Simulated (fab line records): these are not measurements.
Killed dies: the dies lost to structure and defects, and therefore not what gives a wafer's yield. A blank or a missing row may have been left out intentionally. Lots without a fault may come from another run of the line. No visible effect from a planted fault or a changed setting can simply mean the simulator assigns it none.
The tool behind it: which one? :: flow sky130 :: Sampling: 12 lots, 36 wafers, 6 of 708 route steps

== WHAT EACH GAUGE READ, for each wafer ==
SKY_FIELD_ISO_THK_MEAS_02. Usual: for FIELD_ISO_OXIDATION_00_THK the level is 11.95 nm and the standard deviation is 0.24.
lot: L963
measured: day 1 17:35
on: film-metro-01
FIELD_ISO_OXIDATION_00_THK (nm): 12.04 11.93 12.08
flag: 

lot: L964
measured: day 1 21:39
on: film-metro-01
FIELD_ISO_OXIDATION_00_THK (nm): 11.84 11.81 11.96
flag: 

lot: L965
measured: day 2 04:41
on: film-metro-02
FIELD_ISO_OXIDATION_00_THK (nm): 12.01 11.72 11.85
flag: 

lot: L966
measured: day 2 08:35
on: film-metro-01
FIELD_ISO_OXIDATION_00_THK (nm): 12.34 12.41 12.09
flag: 

lot: L968
measured: day 2 18:24
on: film-metro-03
FIELD_ISO_OXIDATION_00_THK (nm): 12.52 12.44 12.53
flag: 

lot: L976
measured: day 4 09:38
on: film-metro-03
FIELD_ISO_OXIDATION_00_THK (nm): 11.39 11.40 11.82
flag: 

lot: L978
measured: day 4 20:01
on: film-metro-01
FIELD_ISO_OXIDATION_00_THK (nm): 11.91 11.75 12.01
flag: 

lot: L979
measured: day 5 02:10
on: film-metro-03
FIELD_ISO_OXIDATION_00_THK (nm): 11.87 11.76 11.87
flag: 

lot: L980
measured: day 5 06:15
on: film-metro-03
FIELD_ISO_OXIDATION_00_THK (nm): 12.28 12.03 12.03
flag: 

lot: L981
measured: day 5 11:37
on: film-metro-03
FIELD_ISO_OXIDATION_00_THK (nm): 11.83 11.89 11.94
flag: 

lot: L983
measured: day 5 20:39
on: film-metro-03
FIELD_ISO_OXIDATION_00_THK (nm): 11.89 11.71 11.85
flag: 

lot: L984
measured: day 6 01:41
on: film-metro-01
FIELD_ISO_OXIDATION_00_THK (nm): 12.08 12.28 12.12
flag: 

SKY_PWDE_TW_MEAS_10. Usual: for PWDE_TW the level is 372.5 and the standard deviation is 1.7.
lot: L963
measured: day 4 00:58
on: film-metro-04
PWDE_TW: 370.5 372.8 368.2
flag: 

lot: L964
measured: day 4 06:17
on: film-metro-01
PWDE_TW: 372.7 371.5 375.6
flag: 

lot: L965
measured: day 4 15:52
on: film-metro-04
PWDE_TW: 371.1 373.0 371.4
flag: 

lot: L966
measured: day 4 20:26
on: film-metro-01
PWDE_TW: 370.9 372.3 372.0
flag: 

lot: L968
measured: day 5 07:58
on: film-metro-03
PWDE_TW: 373.8 370.8 373.6
flag: 

lot: L976
measured: day 7 04:33
on: film-metro-01
PWDE_TW: 392.3 391.8 395.0
flag: OFF

lot: L978
measured: day 7 13:50
on: film-metro-03
PWDE_TW: 386.8 388.7 386.7
flag: OFF

lot: L979
measured: day 7 20:42
on: film-metro-01
PWDE_TW: 373.1 372.8 373.8
flag: 

lot: L980
measured: day 8 06:03
on: film-metro-04
PWDE_TW: 373.8 374.0 372.7
flag: 

lot: L981
measured: day 8 15:14
on: film-metro-01
PWDE_TW: 372.6 373.3 371.7
flag: 

lot: L983
measured: day 8 20:59
on: film-metro-04
PWDE_TW: 372.5 373.8 375.6
flag: 

lot: L984
measured: day 9 01:05
on: film-metro-04
PWDE_TW: 372.6 372.7 371.9
flag: 

SKY_NWELL_RS_MEAS_31: a four-point-probe measurement. Usual: for PWDE_RS the level is 5274 ohm/sq and the standard deviation is 21.
lot: L963
measured: day 5 12:03
on: film-metro-04
PWDE_RS (ohm/sq): 5316 5319 5322
flag: 

lot: L964
measured: day 5 20:56
on: film-metro-01
PWDE_RS (ohm/sq): 5257 5257 5253
flag: 

lot: L965
measured: day 6 04:12
on: film-metro-01
PWDE_RS (ohm/sq): 5268 5273 5262
flag: 

lot: L966
measured: day 6 08:10
on: film-metro-04
PWDE_RS (ohm/sq): 5277 5300 5268
flag: 

lot: L968
measured: day 6 21:10
on: film-metro-01
PWDE_RS (ohm/sq): 5274 5284 5284
flag: 

lot: L976
measured: day 8 22:50
on: film-metro-03
PWDE_RS (ohm/sq): 4675 4665 4675
flag: OFF

lot: L978
measured: day 9 08:38
on: film-metro-03
PWDE_RS (ohm/sq): 4691 4674 4698
flag: OFF

lot: L979
measured: day 9 16:36
on: film-metro-01
PWDE_RS (ohm/sq): 5285 5276 5283
flag: 

lot: L980
measured: day 10 02:23
on: film-metro-01
PWDE_RS (ohm/sq): 5248 5227 5246
flag: 

lot: L981
measured: day 10 11:43
on: film-metro-03
PWDE_RS (ohm/sq): 5278 5272 5299
flag: 

lot: L983
measured: day 10 17:53
on: film-metro-03
PWDE_RS (ohm/sq): 5292 5278 5298
flag: 

lot: L984
measured: day 10 23:37
on: film-metro-04
PWDE_RS (ohm/sq): 5295 5286 5261
flag: 

SKY_VT_ADJUST_NCORE_OVL_MEAS_08. Usual: for VT_ADJUST_NCORE_OVL the level is -0.8 nm and the standard deviation is 1.4.
lot: L963
measured: day 8 19:53
on: overlay-01
VT_ADJUST_NCORE_OVL (nm): 0.5 0.0 -1.6
flag: 

lot: L964
measured: day 9 05:59
on: overlay-01
VT_ADJUST_NCORE_OVL (nm): 2.1 1.2 -1.0
flag: 

lot: L965
measured: day 9 13:36
on: overlay-02
VT_ADJUST_NCORE_OVL (nm): 0.4 -1.5 0.6
flag: 

lot: L966
measured: day 9 18:49
on: overlay-02
VT_ADJUST_NCORE_OVL (nm): -2.8 -2.0 -0.7
flag: 

lot: L968
measured: day 10 08:44
on: overlay-01
VT_ADJUST_NCORE_OVL (nm): -1.1 -1.1 -2.9
flag: 

lot: L976
measured: day 12 19:26
on: overlay-02
VT_ADJUST_NCORE_OVL (nm): -1.5 -1.9 -0.5
flag: 

lot: L978
measured: day 13 07:19
on: overlay-02
VT_ADJUST_NCORE_OVL (nm): 0.4 -0.1 -0.9
flag: 

lot: L979
measured: day 13 14:26
on: overlay-02
VT_ADJUST_NCORE_OVL (nm): -2.2 -2.1 -1.9
flag: 

lot: L980
measured: day 14 04:07
on: overlay-02
VT_ADJUST_NCORE_OVL (nm): -2.1 -4.4 -2.6
flag: 

lot: L981
measured: day 14 12:27
on: overlay-02
VT_ADJUST_NCORE_OVL (nm): -2.5 -3.2 -1.1
flag: 

lot: L983
measured: day 14 19:34
on: overlay-02
VT_ADJUST_NCORE_OVL (nm): -0.8 -1.1 -1.6
flag: 

lot: L984
measured: day 15 03:21
on: overlay-01
VT_ADJUST_NCORE_OVL (nm): 1.2 1.5 2.0
flag: 

SKY_VT_ADJUST_NCORE_TW_MEAS_11. Usual: for VT_ADJUST_NCORE_TW the level is 218.8 and the standard deviation is 0.98.
lot: L963
measured: day 8 20:11
on: film-metro-01
VT_ADJUST_NCORE_TW: 217.0 218.5 218.4
flag: 

lot: L964
measured: day 9 06:17
on: film-metro-01
VT_ADJUST_NCORE_TW: 218.0 218.7 218.4
flag: 

lot: L965
measured: day 9 13:53
on: film-metro-02
VT_ADJUST_NCORE_TW: 218.3 217.5 218.1
flag: 

lot: L966
measured: day 9 19:07
on: film-metro-02
VT_ADJUST_NCORE_TW: 218.8 217.1 219.1
flag: 

lot: L968
measured: day 10 09:02
on: film-metro-02
VT_ADJUST_NCORE_TW: 219.0 220.3 219.8
flag: 

lot: L976
measured: day 12 19:43
on: film-metro-03
VT_ADJUST_NCORE_TW: 217.6 218.9 218.5
flag: 

lot: L978
measured: day 13 07:36
on: film-metro-01
VT_ADJUST_NCORE_TW: 218.5 219.4 218.2
flag: 

lot: L979
measured: day 13 14:43
on: film-metro-03
VT_ADJUST_NCORE_TW: 219.4 220.0 220.3
flag: 

lot: L980
measured: day 14 04:24
on: film-metro-02
VT_ADJUST_NCORE_TW: 218.3 218.5 218.4
flag: 

lot: L981
measured: day 14 12:44
on: film-metro-03
VT_ADJUST_NCORE_TW: 217.5 218.2 217.9
flag: 

lot: L983
measured: day 14 19:51
on: film-metro-03
VT_ADJUST_NCORE_TW: 217.8 218.7 216.8
flag: 

lot: L984
measured: day 15 03:38
on: film-metro-02
VT_ADJUST_NCORE_TW: 217.6 219.1 217.5
flag: 

== WHAT TOOL EACH LOT RAN ON (gives the tool, then ch and the chambers of the sampled wafers, and finally the start) ==
lot: L963
SKY_PWDE_IMPLANT_08: implanter-01 ch 0, day 4 00:44

lot: L964
SKY_PWDE_IMPLANT_08: implanter-01 ch 0, day 4 06:04

lot: L965
SKY_PWDE_IMPLANT_08: implanter-01 ch 0, day 4 15:38

lot: L966
SKY_PWDE_IMPLANT_08: implanter-02 ch 0, day 4 20:13

lot: L968
SKY_PWDE_IMPLANT_08: implanter-04 ch 0, day 5 07:43

lot: L976
SKY_PWDE_IMPLANT_08: implanter-01 ch 0, day 7 04:18

lot: L978
SKY_PWDE_IMPLANT_08: implanter-01 ch 0, day 7 13:35

lot: L979
SKY_PWDE_IMPLANT_08: implanter-02 ch 0, day 7 20:27

lot: L980
SKY_PWDE_IMPLANT_08: implanter-04 ch 0, day 8 05:48

lot: L981
SKY_PWDE_IMPLANT_08: implanter-04 ch 0, day 8 15:01

lot: L983
SKY_PWDE_IMPLANT_08: implanter-04 ch 0, day 8 20:46

lot: L984
SKY_PWDE_IMPLANT_08: implanter-02 ch 0, day 9 00:52
- SKY_PWDE_IMPLANT_08

== AS READ BY THE TOOLS THEMSELVES (means over the sampled wafers that have a number; for cases with no such wafer, the mark the record gives instead) ==
SKY_PWDE_IMPLANT_08. Usual: beam-on-s 10.01 s, standard deviation 0.19; end-station-pressure-torr 5.03e-06 Torr, standard deviation 2.5e-07; faraday-current-uA 20.3, standard deviation 0.37.
lot: L963
tool: implanter-01
beam-on-s (s): 9.90
end-station-pressure-torr (Torr): 4.87e-06
faraday-current-uA: 20.5
flag: 

lot: L964
tool: implanter-01
beam-on-s (s): 9.97
end-station-pressure-torr (Torr): 5.23e-06
faraday-current-uA: 20.4
flag: 

lot: L965
tool: implanter-01
beam-on-s (s): 10.01
end-station-pressure-torr (Torr): 4.97e-06
faraday-current-uA: 20.3
flag: 

lot: L966
tool: implanter-02
beam-on-s (s): 10.04
end-station-pressure-torr (Torr): 5.05e-06
faraday-current-uA: 20.2
flag: 

lot: L968
tool: implanter-04
beam-on-s (s): 9.94
end-station-pressure-torr (Torr): 5.02e-06
faraday-current-uA: 20.4
flag: 

lot: L976
tool: implanter-01
beam-on-s (s): 11.76
end-station-pressure-torr (Torr): 8.77e-05
faraday-current-uA: 17.1
flag: OFF

lot: L978
tool: implanter-01
beam-on-s (s): 11.74
end-station-pressure-torr (Torr): 9.07e-05
faraday-current-uA: 17.1
flag: OFF

lot: L979
tool: implanter-02
beam-on-s (s): 10.05
end-station-pressure-torr (Torr): 4.94e-06
faraday-current-uA: 20.2
flag: 

lot: L980
tool: implanter-04
beam-on-s (s): 10.18
end-station-pressure-torr (Torr): 5.06e-06
faraday-current-uA: 20.0
flag: 

lot: L981
tool: implanter-04
beam-on-s (s): 10.23
end-station-pressure-torr (Torr): 5.09e-06
faraday-current-uA: 19.8
flag: 

lot: L983
tool: implanter-04
beam-on-s (s): 9.89
end-station-pressure-torr (Torr): 5.24e-06
faraday-current-uA: 20.6
flag: 

lot: L984
tool: implanter-02
beam-on-s (s): 9.96
end-station-pressure-torr (Torr): 5.00e-06
faraday-current-uA: 20.4
flag: 

== THE ANSWER, worked out from the rows above alone ==
Rule: lot off if the mean of its wafers having a number is beyond 3 standard deviations from the usual mean. A lot without any number at a reading at which 4 lots or more have one is off too. The other lots that the step has rows for count as sound. After the gauges, taken in route order, come the tools' own readings; for these a lot's mean is taken, as printed above. The first step at which some lot is off is used, and at that step the reading that is off furthest; a lot without a number counts as furthest.
Off: L976, L978, seen at SKY_PWDE_TW_MEAS_10 (PWDE_TW).
A tool fits if, at a process step before that reading, it ran every lot that is off, and no sound lot after the first of them. The gauges at SKY_PWDE_TW_MEAS_10 aren't tried: what is off there is off at SKY_PWDE_IMPLANT_08 too, on other tools, and a gauge's error can't cause that. One fits: SKY_PWDE_IMPLANT_08 on implanter-01. A fault onset in the window from L965 (day 4 15:38, its last sound lot) to L976 (day 7 04:18, its first lot off) fits.
The tool's own readings at SKY_PWDE_IMPLANT_08 bear it out: on the lots that are off they differ by more than 5 times the standard deviation of the sound lots' means. beam-on-s reads 11.75 s there against 10.02 s on the sound lots; end-station-pressure-torr reads 8.92e-05 Torr there against 5.05e-06 Torr on the sound lots; faraday-current-uA reads 17.1 there against 20.3 on the sound lots.

== WHAT THE SIMULATOR HAD INSERTED ==
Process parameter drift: implanter-01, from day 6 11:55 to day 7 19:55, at SKY_PWDE_IMPLANT_08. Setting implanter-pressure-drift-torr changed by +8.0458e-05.
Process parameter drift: implanter-01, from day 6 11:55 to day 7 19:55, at SKY_PWDE_IMPLANT_08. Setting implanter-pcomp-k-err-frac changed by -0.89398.
Lots struck among those shown: L976, L978. The rule above reached the same finding.
